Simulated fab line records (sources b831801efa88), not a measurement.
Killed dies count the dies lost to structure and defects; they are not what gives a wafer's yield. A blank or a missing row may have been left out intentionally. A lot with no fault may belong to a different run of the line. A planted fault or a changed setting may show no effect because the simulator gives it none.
Which of the tools did it? ; flow sky130 ; 12 lots with 36 wafers sampled at 3 steps, on a route of 708 steps

## WHAT THE GAUGES SHOWED, per wafer
SKY_PASSIVATION_THK_MEAS_03. Usual: PASSIVATION_CVD_02_THK typically reads 541 nm, with standard deviation 6.8.
lot;measured;on;PASSIVATION_CVD_02_THK (nm);flag
L247;day 44 11:00;film_metro-04;547 546 553;
L248;day 44 12:05;film_metro-04;544 552 564;
L255;day 45 22:31;film_metro-04;535 541 542;
L253;day 45 23:53;film_metro-02;541 548 551;
L254;day 46 01:14;film_metro-02;538 530 541;
L259;day 46 20:48;film_metro-02;538 541 546;
L260;day 47 02:52;film_metro-04;535 529 537;
L264;day 48 10:28;film_metro-02;533 546 547;
L263;day 48 10:56;film_metro-02;539 539 541;
L265;day 48 10:39;film_metro-04;537 540 548;
L266;day 48 18:01;film_metro-04;526 534 538;
L269;day 49 10:10;film_metro-01;537 547 545;

## EACH LOT AND THE TOOL THAT RAN IT (in order: tool; ch and the chambers of the sampled wafers; start)
lot;SKY_METAL3_ETCH_17;SKY_METAL5_SPUTTER_03
L247;rie_diel-01 ch 1,3, day 39 05:40;pvd_sputter-03, day 43 11:37
L248;rie_diel-03 ch 2,3, day 39 06:08;pvd_sputter-01, day 43 12:31
L255;rie_diel-01 ch 0,1,2, day 40 22:01;pvd_sputter-04, day 45 00:37
L253;rie_diel-01 ch 0,3, day 40 23:10;pvd_sputter-03, day 45 02:11
L254;rie_diel-04 ch 0,2,3, day 41 01:58;pvd_sputter-04, day 45 03:17
L259;rie_diel-03 ch 0,1,2, day 41 23:43;pvd_sputter-03, day 45 23:11
L260;rie_diel-04 ch 0,1,2, day 42 05:49;pvd_sputter-04, day 46 04:49
L264;rie_diel-03 ch 0,1,2, day 43 16:56;pvd_sputter-04, day 47 14:07
L263;rie_diel-04 ch 0,1,2, day 43 17:10;pvd_sputter-03, day 47 14:23
L265;rie_diel-01 ch 1,3, day 43 17:31;pvd_sputter-04, day 47 14:25
L266;rie_diel-03 ch 0,1, day 44 01:58;pvd_sputter-03, day 47 22:28
L269;rie_diel-03 ch 2,3, day 44 22:04;pvd_sputter-04, day 48 15:04
- SKY_METAL3_ETCH_17: etches SiO2 in C4F8/O2/Ar, stops on TiN, time 3.9 s, target depth 15 nm.
- SKY_METAL5_SPUTTER_03: material Ti, target thk 5 nm, time 3.3 s.

## AS READ BY THE TOOLS THEMSELVES (means over the sampled wafers that have a number; for cases with no such wafer, the mark the record gives instead)
SKY_METAL3_ETCH_17. Usual: oes_product_au 0.754 a.u., standard deviation 0.007.
lot;tool;oes_product_au (a.u.);flag
L247;rie_diel-01;0.763;
L248;rie_diel-03;0.752;
L255;rie_diel-01;0.755;
L253;rie_diel-01;0.754;
L254;rie_diel-04;0.754;
L259;rie_diel-03;0.757;
L260;rie_diel-04;0.759;
L264;rie_diel-03;0.761;
L263;rie_diel-04;0.745;
L265;rie_diel-01;0.755;
L266;rie_diel-03;0.749;
L269;rie_diel-03;0.760;

SKY_METAL5_SPUTTER_03. Usual: throttle_valve_pct 30.4 %, standard deviation 0.97.
lot;tool;throttle_valve_pct (%);flag
L247;pvd_sputter-03;31.6;
L248;pvd_sputter-01;28.8;
L255;pvd_sputter-04;29.9;
L253;pvd_sputter-03;31.3;
L254;pvd_sputter-04;30.0;
L259;pvd_sputter-03;31.6;
L260;pvd_sputter-04;30.3;
L264;pvd_sputter-04;30.0;
L263;pvd_sputter-03;30.9;
L265;pvd_sputter-04;30.1;
L266;pvd_sputter-03;30.8;
L269;pvd_sputter-04;30.4;

## THE ANSWER, worked out from the rows above alone
Rule: a lot is off if the mean of its wafers that have a number lies more than 3 standard deviations from the usual mean. A lot without any number at a reading at which 4 lots or more have one is off too. All remaining lots with rows at the step are treated as sound. Order of review: gauges by route order, followed by the tools' own readings, for which a lot's mean as printed above is used. At the first step where some lot is off, the reading lying furthest off is the one used; lots without a number count as furthest.
No lot is off on any of the readings shown, so nothing can be concluded from this.

## WHAT THE SIMULATOR HAD INSERTED
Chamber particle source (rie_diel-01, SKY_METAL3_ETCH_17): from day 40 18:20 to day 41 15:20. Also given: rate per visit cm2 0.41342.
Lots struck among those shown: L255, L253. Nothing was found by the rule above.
